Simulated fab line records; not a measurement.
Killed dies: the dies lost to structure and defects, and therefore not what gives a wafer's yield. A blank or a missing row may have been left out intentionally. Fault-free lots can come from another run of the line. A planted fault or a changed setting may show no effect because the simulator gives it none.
Which tool did it? | flow sky130 | 11 lots, 33 wafers sampled, at 5 steps of a route of 708

## WHAT THE GAUGES READ, wafer by wafer
The record lacks any reading of a measuring or inspecting step that a usual standard deviation could be used to judge.

## EACH LOT AND THE TOOL THAT RAN IT (in order: tool; ch and the chambers of the sampled wafers; start)
lot  | SKY_VIA2_CMP_24               | SKY_VIA3_CVD_21              | SKY_VIA3_CMP_24               | SKY_METAL5_STRIP_16                 | SKY_PAD_OPEN_PROBE_99
L247 | cmp-02 ch 0,1,2, day 35 22:25 | cvdW-01 ch 0,1, day 39 06:42 | cmp-01 ch 0,1, day 39 07:00   | plasmaAsher-01 ch 0,1, day 43 08:34 | prober-01, day 45 07:49
L248 | cmp-02 ch 0,1,2, day 37 03:13 | cvdW-02 ch 0,1, day 40 09:23 | cmp-02 ch 0,1, day 40 09:38   | plasmaAsher-01 ch 0,1, day 44 09:29 | -
L250 | cmp-02 ch 2,3, day 38 02:31   | cvdW-02 ch 0, day 41 06:21   | cmp-01 ch 0,1, day 41 06:47   | plasmaAsher-02 ch 0,1, day 45 04:32 | prober-01, day 47 00:49
L252 | cmp-01 ch 0,3, day 38 19:07   | cvdW-02 ch 0,1, day 41 23:48 | cmp-02 ch 2,3, day 42 00:06   | plasmaAsher-02 ch 0,1, day 45 20:55 | prober-01, day 47 17:51
L254 | cmp-01 ch 0,3, day 38 21:01   | cvdW-01 ch 0,1, day 42 01:22 | cmp-01 ch 0,1, day 42 01:43   | plasmaAsher-01 ch 0, day 45 21:14   | prober-02, day 47 18:34
L257 | cmp-01 ch 0,1,3, day 39 17:46 | cvdW-01 ch 0,1, day 42 20:19 | cmp-01 ch 0,1,3, day 42 20:37 | plasmaAsher-02 ch 0,1, day 46 15:43 | prober-01, day 48 11:10
L258 | cmp-01 ch 0,1,3, day 39 19:15 | cvdW-02 ch 0,1, day 43 00:01 | cmp-01 ch 0,3, day 43 00:19   | plasmaAsher-01 ch 0,1, day 46 19:04 | prober-02, day 48 13:28
L265 | cmp-02 ch 1,3, day 42 07:10   | cvdW-02 ch 0,1, day 45 05:25 | cmp-01 ch 1,2, day 45 05:41   | plasmaAsher-01 ch 0,1, day 48 18:53 | -
L266 | cmp-01 ch 1,2,3, day 42 12:46 | cvdW-01 ch 0, day 45 09:51   | cmp-01 ch 2,3, day 45 10:09   | plasmaAsher-01 ch 0,1, day 48 23:46 | -
L267 | cmp-01 ch 2,3, day 42 21:34   | cvdW-02 ch 0,1, day 45 17:01 | cmp-01 ch 0,1,3, day 45 17:22 | plasmaAsher-01 ch 0,1, day 49 04:46 | -
L270 | cmp-01 ch 1,2, day 43 08:16   | cvdW-01 ch 0,1, day 46 04:29 | cmp-02 ch 0,2,3, day 46 04:47 | plasmaAsher-04 ch 0,1, day 49 14:01 | -
- SKY_VIA2_CMP_24: polishes, stops on SiO2, t overpolish 20 s, target thk 0 nm.
- SKY_VIA3_CVD_21: deposits W, target thk 390 nm, time 117.31 s.
- SKY_VIA3_CMP_24: polishes, stops on SiO2, t overpolish 20 s, target thk 0 nm.
- SKY_METAL5_STRIP_16: strips in O2/N2.
- SKY_PAD_OPEN_PROBE_99

## AS READ BY THE TOOLS THEMSELVES (means over the sampled wafers that have a number; for cases with no such wafer, the mark the record gives instead)
SKY_VIA2_CMP_24. Usual: motorCurrentA 11.4 A, standard deviation 1; overpolishRunS 20.001 s, standard deviation 0.009; timeToEndpointS 102.3 s, standard deviation 3.
lot  | tool   | motorCurrentA (A) | overpolishRunS (s) | timeToEndpointS (s) | flag
L247 | cmp-02 | 11.5              | 20.013             | 105.1               | 
L248 | cmp-02 | 11.7              | 19.997             | 98.3                | 
L250 | cmp-02 | 10.2              | 19.998             | 102.1               | 
L252 | cmp-01 | 11.0              | 19.994             | 103.9               | 
L254 | cmp-01 | 11.6              | 20.001             | 105.8               | 
L257 | cmp-01 | 11.7              | 20.005             | 99.2                | 
L258 | cmp-01 | 11.6              | 19.995             | 101.4               | 
L265 | cmp-02 | 9.8               | 20.008             | 103.2               | 
L266 | cmp-01 | 12.3              | 20.014             | 107.1               | 
L267 | cmp-01 | 11.6              | 20.010             | 99.7                | 
L270 | cmp-01 | 12.6              | 19.997             | 100.8               | 

SKY_VIA3_CVD_21. Usual: heaterPowerW 875 W, standard deviation 100; susceptorTempC 400.00 C, standard deviation 0.21.
lot  | tool    | heaterPowerW (W) | susceptorTempC (C) | flag
L247 | cvdW-01 | 832              | 399.80             | 
L248 | cvdW-02 | 874              | 400.06             | 
L250 | cvdW-02 | 1055             | 399.96             | 
L252 | cvdW-02 | 877              | 400.20             | 
L254 | cvdW-01 | 828              | 399.94             | 
L257 | cvdW-01 | 819              | 400.17             | 
L258 | cvdW-02 | 876              | 399.91             | 
L265 | cvdW-02 | 957              | 399.79             | 
L266 | cvdW-01 | 851              | 400.04             | 
L267 | cvdW-02 | 969              | 400.14             | 
L270 | cvdW-01 | 816              | 400.01             | 

SKY_VIA3_CMP_24. Usual: motorCurrentA 11.5 A, standard deviation 0.94; overpolishRunS 20.001 s, standard deviation 0.0095; timeToEndpointS 97.0 s, standard deviation 2.9.
lot  | tool   | motorCurrentA (A) | overpolishRunS (s) | timeToEndpointS (s) | flag
L247 | cmp-01 | 11.0              | 19.998             | 98.2                | 
L248 | cmp-02 | 10.9              | 20.011             | 91.5                | 
L250 | cmp-01 | 12.1              | 20.012             | 91.6                | 
L252 | cmp-02 | 10.6              | 20.012             | 94.8                | 
L254 | cmp-01 | 11.2              | 20.006             | 98.1                | 
L257 | cmp-01 | 11.5              | 20.000             | 96.9                | 
L258 | cmp-01 | 11.1              | 19.996             | 97.6                | 
L265 | cmp-01 | 12.0              | 20.007             | 98.4                | 
L266 | cmp-01 | 11.9              | 20.004             | 96.7                | 
L267 | cmp-01 | 11.7              | 20.008             | 99.7                | 
L270 | cmp-02 | 11.3              | 19.992             | 92.7                | 

SKY_METAL5_STRIP_16. Usual: drypumpMotorCurrentA 5.6 A, standard deviation 0.43; oesProductAu 0.711 a.u., standard deviation 0.0046; stripTimeToEndpointS 12.98 s, standard deviation 0.11.
lot  | tool           | drypumpMotorCurrentA (A) | oesProductAu (a.u.) | stripTimeToEndpointS (s) | flag
L247 | plasmaAsher-01 | 5.7                      | 0.712               | 13.19                    | 
L248 | plasmaAsher-01 | 5.8                      | 0.719               | 12.88                    | 
L250 | plasmaAsher-02 | 5.4                      | 0.712               | 13.05                    | 
L252 | plasmaAsher-02 | 5.6                      | 0.712               | 12.90                    | 
L254 | plasmaAsher-01 | 5.6                      | 0.710               | 13.19                    | 
L257 | plasmaAsher-02 | 5.4                      | 0.708               | 12.95                    | 
L258 | plasmaAsher-01 | 5.8                      | 0.716               | 13.03                    | 
L265 | plasmaAsher-01 | 5.7                      | 0.710               | 12.89                    | 
L266 | plasmaAsher-01 | 5.7                      | 0.707               | 12.98                    | 
L267 | plasmaAsher-01 | 5.8                      | 0.709               | 13.06                    | 
L270 | plasmaAsher-04 | 5.8                      | 0.713               | 13.04                    | 

SKY_PAD_OPEN_PROBE_99. Usual: defectLimitedYield 82.3 %, standard deviation 2.1; killed_at_M0_to_M3 43, standard deviation 7.4; killed_at_M4_up 3.1, standard deviation 1.8; killedAtContacts 26, standard deviation 5.6; killedAtFrontEnd 15, standard deviation 4.9; killedAtOther 0.2, standard deviation 0.44; killedDies 87, standard deviation 10; killedOnRim 17, standard deviation 3.7; killedOpen 48, standard deviation 7.6; killedShort 39, standard deviation 6.2; sort_bin_3_pad_short 0.9 %, standard deviation 0.43; sort_bin_5_function 10.5 %, standard deviation 1.5; sort_bin_6_memory 6.3 %, standard deviation 1.2; sortNPass 405, standard deviation 10; sortYieldPct 82.3 %, standard deviation 2.1.
lot  | tool      | defectLimitedYield (%) | killed_at_M0_to_M3 | killed_at_M4_up | killedAtContacts | killedAtFrontEnd | killedAtOther | killedDies | killedOnRim | killedOpen | killedShort | sort_bin_3_pad_short (%) | sort_bin_5_function (%) | sort_bin_6_memory (%) | sortNPass | sortYieldPct (%) | flag
L247 | prober-01 | 80.0                   | 43                 | 4.0             | 31               | 20               | 0.3           | 99         | 18          | 57         | 42          | 1.1                      | 12.7                    | 6.2                   | 393       | 80.0             | 
L250 | prober-01 | 81.2                   | 49                 | 3.3             | 22               | 18               | 0.7           | 93         | 18          | 46         | 46          | 1.0                      | 11.0                    | 6.8                   | 399       | 81.2             | 
L252 | prober-01 | 82.3                   | 33                 | 2.0             | 27               | 25               | 0.3           | 87         | 18          | 48         | 37          | 0.7                      | 10.7                    | 6.2                   | 405       | 82.3             | 
L254 | prober-02 | 83.3                   | 37                 | 3.7             | 23               | 19               | 0.3           | 82         | 17          | 41         | 41          | 0.9                      | 10.0                    | 5.8                   | 410       | 83.3             | 
L257 | prober-01 | 74.5                   | 89                 | 2.7             | 19               | 14               | 0.3           | 125        | 27          | 35         | 39          | 1.4                      | 15.5                    | 8.6                   | 367       | 74.5             | OFF
L258 | prober-02 | 70.7                   | 102                | 2.0             | 28               | 12               | 0.0           | 144        | 26          | 55         | 33          | 1.3                      | 18.5                    | 9.4                   | 348       | 70.7             | OFF

## THE ANSWER, worked out from the rows above alone
Rule: a lot is off if the mean of its wafers that have a number lies more than 3 standard deviations from the usual mean. Also off: a lot with no number at a reading for which 4 or more lots have one. Any other lot the step has rows for is counted as sound. After the gauges, taken in route order, come the tools' own readings; for these a lot's mean is taken, as printed above. At the first step where some lot is off, the reading lying furthest off is the one used; lots without a number count as furthest.
Off: L257, L258 (SKY_PAD_OPEN_PROBE_99, killed_at_M0_to_M3). Neither off nor sound, because the step has no rows for them: L248, L265, L266, L267, L270.
A tool fits if, at that step or a process step before it, it ran every lot that is off, and no sound lot after the first of them. One fits: cmp-01 at SKY_VIA2_CMP_24 and SKY_VIA3_CMP_24. At SKY_VIA2_CMP_24 its last sound lot is L254 (day 38 21:01), its first lot that is off L257 (day 39 17:46): a fault that began between those two fits.

## WHAT HAD BEEN PUT IN BY THE SIMULATOR
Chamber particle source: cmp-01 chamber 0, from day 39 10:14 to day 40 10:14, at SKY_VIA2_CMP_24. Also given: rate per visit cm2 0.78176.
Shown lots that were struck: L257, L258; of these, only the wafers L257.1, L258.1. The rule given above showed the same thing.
